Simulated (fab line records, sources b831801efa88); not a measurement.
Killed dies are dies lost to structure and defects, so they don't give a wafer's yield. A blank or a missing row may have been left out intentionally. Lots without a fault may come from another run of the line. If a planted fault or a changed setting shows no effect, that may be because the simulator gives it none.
Which of the tools did it? | flow sky130 | Sampling: 11 lots, 33 wafers, 2 of 708 route steps

== WHAT THE GAUGES READ, wafer by wafer ==
SKY_SONOS_TUNNEL_TW_MEAS_12.
lot  | measured     | on            | SONOS_TUNNEL_TW
L516 | day 11 04:44 | film metro-04 | 198.2 197.3 198.2
L519 | day 12 08:24 | film metro-01 | 200.5 201.5 200.6
L521 | day 13 03:21 | film metro-01 | 201.8 201.5 201.8
L522 | day 13 12:56 | film metro-01 | 201.2 202.2 201.3
L523 | day 13 23:10 | film metro-01 | 200.8 201.0 201.3
L524 | day 14 04:18 | film metro-02 | 197.5 197.3 197.4
L525 | day 14 07:41 | film metro-04 | 196.2 198.0 196.8
L528 | day 15 08:11 | film metro-02 | 197.0 197.8 197.3
L533 | day 16 22:25 | film metro-04 | 196.5 196.2 197.1
L534 | day 17 07:35 | film metro-04 | 198.2 198.2 197.8
L535 | day 17 15:33 | film metro-01 | 199.9 199.3 201.4

SKY_POLY_GATE_THK_MEAS_01.
lot  | measured     | on            | POLY_GATE_CVD_00_THK (nm)
L516 | day 13 18:10 | film metro-01 | 178.4 178.4 178.8
L519 | day 15 01:14 | film metro-01 | 176.5 177.4 179.8
L521 | day 15 20:25 | film metro-01 | 179.4 179.7 177.7
L522 | day 16 10:35 | film metro-04 | 180.1 180.1 181.7
L523 | day 16 15:47 | film metro-03 | 181.3 183.2 182.2
L524 | day 16 23:05 | film metro-01 | 180.2 180.3 179.0
L525 | day 17 01:57 | film metro-03 | 179.3 179.1 179.1
L528 | day 18 03:19 | film metro-04 | 177.5 177.5 176.8
L533 | day 19 22:43 | film metro-03 | 181.7 180.3 181.5
L534 | day 20 09:54 | film metro-01 | 179.9 179.6 180.1
L535 | day 20 15:15 | film metro-04 | 181.9 180.6 181.5

== TOOL THAT RAN EACH LOT (tool first, then ch and the chambers of the sampled wafers, then the start) ==
The record shows no process step preceding these readings.

== WHAT THE TOOLS THEMSELVES READ (means of the sampled wafers that have a number; where no wafer has one, the mark that the record gives instead) ==
The record holds no such reading with a usual standard deviation.

== THE ANSWER, worked out from the rows above alone ==
Rule: the usual values come from the lots themselves. The widest of any qualifying gaps counts: lots, ordered by their means at a reading, are off when they make up no more than a third of the lots, leave a main group of 4 or more, and stand apart from it by 3 or more times the standard deviation of that group's means. If all means in a main group match to the digits the tables above print for the reading, that group is not used. Also off: a lot with no number at a reading for which 4 or more lots have one. Any other lot the step has rows for is counted as sound. First the gauges in route order, then the tools' own readings, where a lot's mean is used as printed above. At the first step where some lot is off, the reading lying furthest off is the one used; lots without a number count as furthest.
No lot is off at any reading shown: from this, nothing can be told.

== WHAT HAD BEEN PUT IN BY THE SIMULATOR ==
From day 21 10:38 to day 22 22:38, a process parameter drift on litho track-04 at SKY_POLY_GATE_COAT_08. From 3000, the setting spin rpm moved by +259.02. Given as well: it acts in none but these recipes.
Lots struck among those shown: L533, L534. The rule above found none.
